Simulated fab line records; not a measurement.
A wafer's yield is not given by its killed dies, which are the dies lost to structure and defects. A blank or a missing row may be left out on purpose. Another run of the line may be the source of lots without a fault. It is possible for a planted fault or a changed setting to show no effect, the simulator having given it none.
Struck lot and sound lot, side by side | flow gf180mcu | 18 out of 602 route steps
Sound: these wafers, L643.1, L643.5, L643.6. Struck: wafers L650.2, L650.4, L650.5. The cause is given at the end.
At each step with rows: each side's tool, then ch and its chambers, then its first start. Under that, the readings that differ: sound wafers | struck wafers | difference of the means | sigmas: that difference in standard deviations of wafers without a fault.
alike: words and numbers the same on both sides, and readings whose means are apart by under 2 such deviations; not compared: readings that were withheld, readings missing a value for some wafer, numbers with overlapping values and no deviation given by the record, and bounds like >300 which may hide the same value.
Wherever a step has rows on one side only, a row that says differs or no value, or a row with sigmas, the two part there. When numbers do not overlap yet have no deviation, they are printed without sigmas and do not part them. A reading missing from all wafers of one side parts the sides only when that side holds two or more wafers.

first, 3 steps without rows for these wafers: GF_V3_EXPOSE_11 (exposes mask Via3, target cd 260 nm); GF_V3_PEB_12 (peb time 90 s); GF_V3_DEVELOP_13 (develop time 60 s).
GF_V3_CD_MEAS_14: the cd target is 260 nm.
  sound: cd-sem-02 at day 25 09:38; struck: cd-sem-01 at day 27 07:19
  alike: cd-nm
GF_V3_OVL_MEAS_15:
  sound: overlay-02 at day 25 09:46; struck: overlay-01 at day 27 07:25
  alike: V3_OVL
GF_V3_ETCH_16: etches BARC in N2/H2.
  sound on rie-diel-04 ch 0,2, day 25 09:47; struck on rie-diel-04 ch 1,2,3, day 27 07:27
  alike: drypump-motor-current-A, oes-product-au, throttle-valve-pct
then, 1 step without rows for these wafers: GF_V3_ETCH_17 (etches SiO2 in C4F8/O2/Ar, stops on TiN, target depth 635 nm).
GF_V3_STRIP_18: strips in O2/N2.
  sound on plasma-asher-01 ch 0,1, day 25 09:55; struck on plasma-asher-01 ch 0, day 27 07:35
  alike: drypump-motor-current-A, heater-power-w, oes-product-au
  not compared: rf-hours-counter-h
then, 2 steps without rows for these wafers: GF_V3_STRIP_19 (strips in post etch residue remover, time 1200 s); GF_V3_CLEAN_20 (cleans in DIW).
GF_V3_SPUTTER_21: material Ti, target thk 15 nm, time 80.02 s.
  sound: pvd-sputter-01 at day 25 10:28; struck: pvd-sputter-02 at day 27 08:11
  alike: throttle-valve-pct
GF_V3_SPUTTER_22: material TiN, target thk 10 nm, time 40 s.
  sound: pvd-sputter-01 at day 25 10:31; struck: pvd-sputter-02 at day 27 08:15
  alike: throttle-valve-pct
GF_V3_CVD_23: deposits W, target thk 350 nm, time 104.9 s.
  sound on cvd-w-02 ch 0,1, day 25 10:34; struck on cvd-w-02 ch 0, day 27 08:17
  reading                          | sound             | struck            | difference | sigmas
  chamber-pressure-Torr (Torr)     | 40.00 39.99 39.98 | 50.42 50.55 50.49 | +10.50     | +99 or more
  model.W_of_V3_CVD_23.thk-nm (nm) | 344.3 345.5 346.6 | 392.6 392 393.1   | +47.1      |
  alike: heater-power-w
GF_V3_RS_MEAS_24: measurement is done with a four-point probe.
  sound: film-metro-02 at day 25 10:40; struck: film-metro-04 at day 27 08:25
  reading          | sound                | struck               | difference | sigmas
  V3_W_RS (ohm/sq) | 0.3323 0.3316 0.3300 | 0.2915 0.2922 0.2915 | -0.0396    | -15
GF_V3_THK_MEAS_25: measures by xrf.
  sound: film-metro-02 at day 25 10:47; struck: film-metro-04 at day 27 08:32
  reading       | sound       | struck      | difference | sigmas
  V3_W_THK (nm) | 337 340 342 | 390 389 390 | +50        | +14
GF_V3_CMP_26: polishes, stops on SiO2, t overpolish 15 s, target thk 0 nm.
  sound on cmp-01 ch 0,1,3, day 25 10:57; struck on cmp-01 ch 0,3, day 27 08:35
  reading                | sound          | struck         | difference | sigmas
  time-to-endpoint-s (s) | 86.8 85.3 84.8 | 99.9 98.2 99.4 | +13.5      | +5
  alike: edge-zone-pressure-frac, motor-current-A
GF_M4_SPUTTER_00: material Ti, target thk 37.5 nm, time 150 s.
  sound: pvd-sputter-02 at day 25 11:09; struck: pvd-sputter-02 at day 27 08:53
  alike: throttle-valve-pct
GF_PASSIVATION_PROBE_99:
  sound wafers here have rows in the record (prober-01, day 31 14:23); struck ones have none

## WHERE THEY PART
Earliest at GF_V3_CVD_23; latest, in this record, at GF_PASSIVATION_PROBE_99.

WHY: the cause the simulator had injected
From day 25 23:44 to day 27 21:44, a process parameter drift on cvd-w-02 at GF_V3_CVD_23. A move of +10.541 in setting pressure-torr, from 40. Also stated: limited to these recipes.
